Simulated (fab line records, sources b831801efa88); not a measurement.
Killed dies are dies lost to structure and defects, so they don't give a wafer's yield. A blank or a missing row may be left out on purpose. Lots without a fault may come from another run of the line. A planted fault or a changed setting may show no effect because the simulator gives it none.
Which tool did it? | flow sky130 | 12 lots, 36 wafers sampled, at 5 steps of a route of 708

WHAT THE GAUGES READ, wafer by wafer
SKY_SONOS_ONO_THK_MEAS_01.
lot  | measured     | on            | SONOS_ONO_OXIDATION_THK (nm)
L306 | day 11 09:58 | film_metro-03 | 2.59 2.58 2.61
L307 | day 11 21:02 | film_metro-04 | 2.56 2.46 2.54
L309 | day 12 05:44 | film_metro-02 | 2.57 2.59 2.55
L310 | day 12 20:04 | film_metro-03 | 2.63 2.69 2.68
L311 | day 13 08:04 | film_metro-02 | 2.48 2.51 2.58
L315 | day 14 10:59 | film_metro-03 | 2.41 2.37 2.38
L316 | day 14 18:45 | film_metro-03 | 2.27 2.29 2.26
L317 | day 15 07:05 | film_metro-03 | 2.72 2.68 2.70
L323 | day 17 05:34 | film_metro-04 | 2.62 2.66 2.62
L326 | day 18 10:18 | film_metro-04 | 2.66 2.64 2.65
L327 | day 18 16:16 | film_metro-03 | 2.59 2.60 2.60
L329 | day 19 09:40 | film_metro-03 | 2.60 2.60 2.65

SKY_METAL2_CD_MEAS_15: target cd 140 nm.
lot  | measured     | on        | cd_nm (nm)
L306 | day 34 21:49 | cd_sem-02 | 138.4 138.5 139.0
L307 | day 35 08:21 | cd_sem-02 | 139.5 139.5 140.3
L309 | day 35 19:30 | cd_sem-02 | 140.6 139.8 139.2
L310 | day 36 12:56 | cd_sem-02 | 141.3 139.9 140.2
L311 | day 37 02:51 | cd_sem-02 | 140.5 139.1 139.3
L315 | day 38 03:25 | cd_sem-02 | 137.3 137.4 136.8
L316 | day 39 14:16 | cd_sem-01 | 137.7 138.1 138.1
L317 | day 39 10:16 | cd_sem-02 | 139.9 140.6 139.8
L323 | day 40 11:58 | cd_sem-01 | 141.5 140.8 141.2
L326 | day 41 13:41 | cd_sem-01 | 140.4 140.5 141.4
L327 | day 41 18:39 | cd_sem-01 | 139.9 140.6 141.2
L329 | day 42 01:58 | cd_sem-01 | 137.5 139.4 138.1

WHICH TOOL RAN EACH LOT (tool, then ch and the chambers of the sampled wafers, then the start)
lot  | SKY_SONOS_ONO_OXIDATION_00    | SKY_METAL1_SPUTTER_04        | SKY_VIA1_CMP_02
L306 | furnace-02 ch 0, day 11 08:36 | pvd_sputter-02, day 31 09:22 | cmp-02 ch 1,3, day 32 14:39
L307 | furnace-01 ch 0, day 11 19:41 | pvd_sputter-02, day 31 20:23 | cmp-01 ch 0,2,3, day 33 00:23
L309 | furnace-01 ch 0, day 12 04:23 | pvd_sputter-03, day 32 08:44 | cmp-01 ch 1,2, day 33 12:37
L310 | furnace-01 ch 0, day 12 18:42 | pvd_sputter-01, day 33 02:34 | cmp-01 ch 0,1,3, day 34 06:20
L311 | furnace-01 ch 0, day 13 06:44 | pvd_sputter-01, day 33 16:50 | cmp-01 ch 0,2,3, day 34 20:38
L315 | furnace-01 ch 0, day 14 09:38 | pvd_sputter-03, day 34 18:00 | cmp-01 ch 0,1,3, day 35 21:07
L316 | furnace-01 ch 0, day 14 17:23 | pvd_sputter-02, day 36 05:05 | cmp-02 ch 0,2,3, day 37 08:58
L317 | furnace-02 ch 0, day 15 05:44 | pvd_sputter-02, day 36 02:34 | cmp-01 ch 1,2,3, day 37 05:47
L323 | furnace-02 ch 0, day 17 04:13 | pvd_sputter-01, day 37 06:23 | cmp-02 ch 0,1,3, day 38 08:56
L326 | furnace-01 ch 0, day 18 08:56 | pvd_sputter-03, day 38 08:40 | cmp-01 ch 0,2,3, day 39 11:03
L327 | furnace-01 ch 0, day 18 14:56 | pvd_sputter-03, day 38 13:11 | cmp-02 ch 0,1,2, day 39 15:40
L329 | furnace-02 ch 0, day 19 08:19 | pvd_sputter-03, day 38 22:14 | cmp-01 ch 0,3, day 39 23:58
- SKY_SONOS_ONO_OXIDATION_00: stabilise 600 s, purge 300 s, target thk 2.6 nm.
- SKY_METAL1_SPUTTER_04: material TiN, target thk 70 nm, time 58.3 s.
- SKY_VIA1_CMP_02: polishes SiO2.

WHAT THE TOOLS THEMSELVES READ (means of the sampled wafers that have a number; where no wafer has one, the mark that the record gives instead)
SKY_SONOS_ONO_OXIDATION_00.
lot  | tool       | spike_tc_bottom_C (C) | spike_tc_centre_C (C) | spike_tc_lower_C (C) | spike_tc_top_C (C) | spike_tc_upper_C (C) | tube_center_temp_C (C) | tube_center_temp_C_max | zone_power_lower_pct (%)
L306 | furnace-02 | 820.4                 | 800.9                 | 801.6                | 816                | 800.0                | 799.97                 | 802.32                 | 16.0
L307 | furnace-01 | 820.4                 | 802.1                 | 801.0                | 808                | 802.4                | 800.00                 | 802.12                 | 12.1
L309 | furnace-01 | 819.8                 | 801.4                 | 801.4                | 808                | 801.6                | 800.08                 | 801.95                 | 12.2
L310 | furnace-01 | 820.4                 | 801.6                 | 801.8                | 808                | 802.3                | 800.06                 | 801.97                 | 12.2
L311 | furnace-01 | 819.7                 | 801.8                 | 802.8                | 808                | 802.7                | 800.04                 | 802.07                 | 12.2
L315 | furnace-01 | 813.4                 | 795.1                 | 795.5                | 801                | 795.9                | 793.50                 | 795.61                 | 12.0
L316 | furnace-01 | 814.1                 | 795.0                 | 794.9                | 801                | 795.5                | 793.43                 | 795.38                 | 12.2
L317 | furnace-02 | 821.1                 | 801.3                 | 802.1                | 816                | 801.0                | 800.07                 | 802.07                 | 15.8
L323 | furnace-02 | 820.9                 | 801.0                 | 800.8                | 817                | 800.5                | 800.03                 | 802.02                 | 15.8
L326 | furnace-01 | 819.6                 | 802.1                 | 802.5                | 807                | 802.7                | 800.00                 | 802.10                 | 12.1
L327 | furnace-01 | 821.5                 | 801.3                 | 802.0                | 808                | 801.0                | 800.03                 | 801.93                 | 12.3
L329 | furnace-02 | 820.1                 | 800.0                 | 801.8                | 816                | 801.1                | 800.01                 | 802.05                 | 15.8

SKY_METAL1_SPUTTER_04.
lot  | tool           | throttle_valve_pct (%)
L306 | pvd_sputter-02 | 31.2
L307 | pvd_sputter-02 | 31.2
L309 | pvd_sputter-03 | 30.6
L310 | pvd_sputter-01 | 30.4
L311 | pvd_sputter-01 | 30.2
L315 | pvd_sputter-03 | 30.1
L316 | pvd_sputter-02 | 30.6
L317 | pvd_sputter-02 | 30.9
L323 | pvd_sputter-01 | 29.8
L326 | pvd_sputter-03 | 30.7
L327 | pvd_sputter-03 | 30.1
L329 | pvd_sputter-03 | 30.0

SKY_VIA1_CMP_02.
lot  | tool   | motor_current_A (A) | retaining_ring_pressure_frac
L306 | cmp-02 | 13.0                | 1.000
L307 | cmp-01 | 12.8                | 0.998
L309 | cmp-01 | 12.5                | 1.002
L310 | cmp-01 | 11.6                | 1.004
L311 | cmp-01 | 12.7                | 0.994
L315 | cmp-01 | 11.9                | 0.999
L316 | cmp-02 | 12.1                | 1.007
L317 | cmp-01 | 12.6                | 0.995
L323 | cmp-02 | 11.8                | 0.998
L326 | cmp-01 | 12.4                | 1.007
L327 | cmp-02 | 11.4                | 0.999
L329 | cmp-01 | 12.3                | 1.002

THE ANSWER, worked out from the rows above alone
Rule: what is usual is taken from the lots themselves. Put in order of their means at a reading, lots are off if they are a third of the lots or fewer, leave a main group of 4 or more, and stand apart from it by a gap of 3 or more times the standard deviation of the main group's means; of several such gaps the widest counts. A main group whose means are all the same, to the digits that the tables above print for the reading, isn't used. A lot without any number at a reading at which 4 lots or more have one is off too. The other lots that the step has rows for count as sound. The gauges are gone through in route order, then the tools' own readings, and for those a lot's mean is taken as printed above. The first step at which some lot is off is used, and at that step the reading that is off furthest; a lot without a number counts as furthest.
Off: L315, L316, at SKY_SONOS_ONO_OXIDATION_00 (tube_center_temp_C). The main group: mean 800.03 C, standard deviation 0.033.
A tool fits if, at that step or a process step before it, it ran every lot that is off, and no sound lot after the first of them. None of those tried fits.

WHAT THE SIMULATOR HAD PUT IN
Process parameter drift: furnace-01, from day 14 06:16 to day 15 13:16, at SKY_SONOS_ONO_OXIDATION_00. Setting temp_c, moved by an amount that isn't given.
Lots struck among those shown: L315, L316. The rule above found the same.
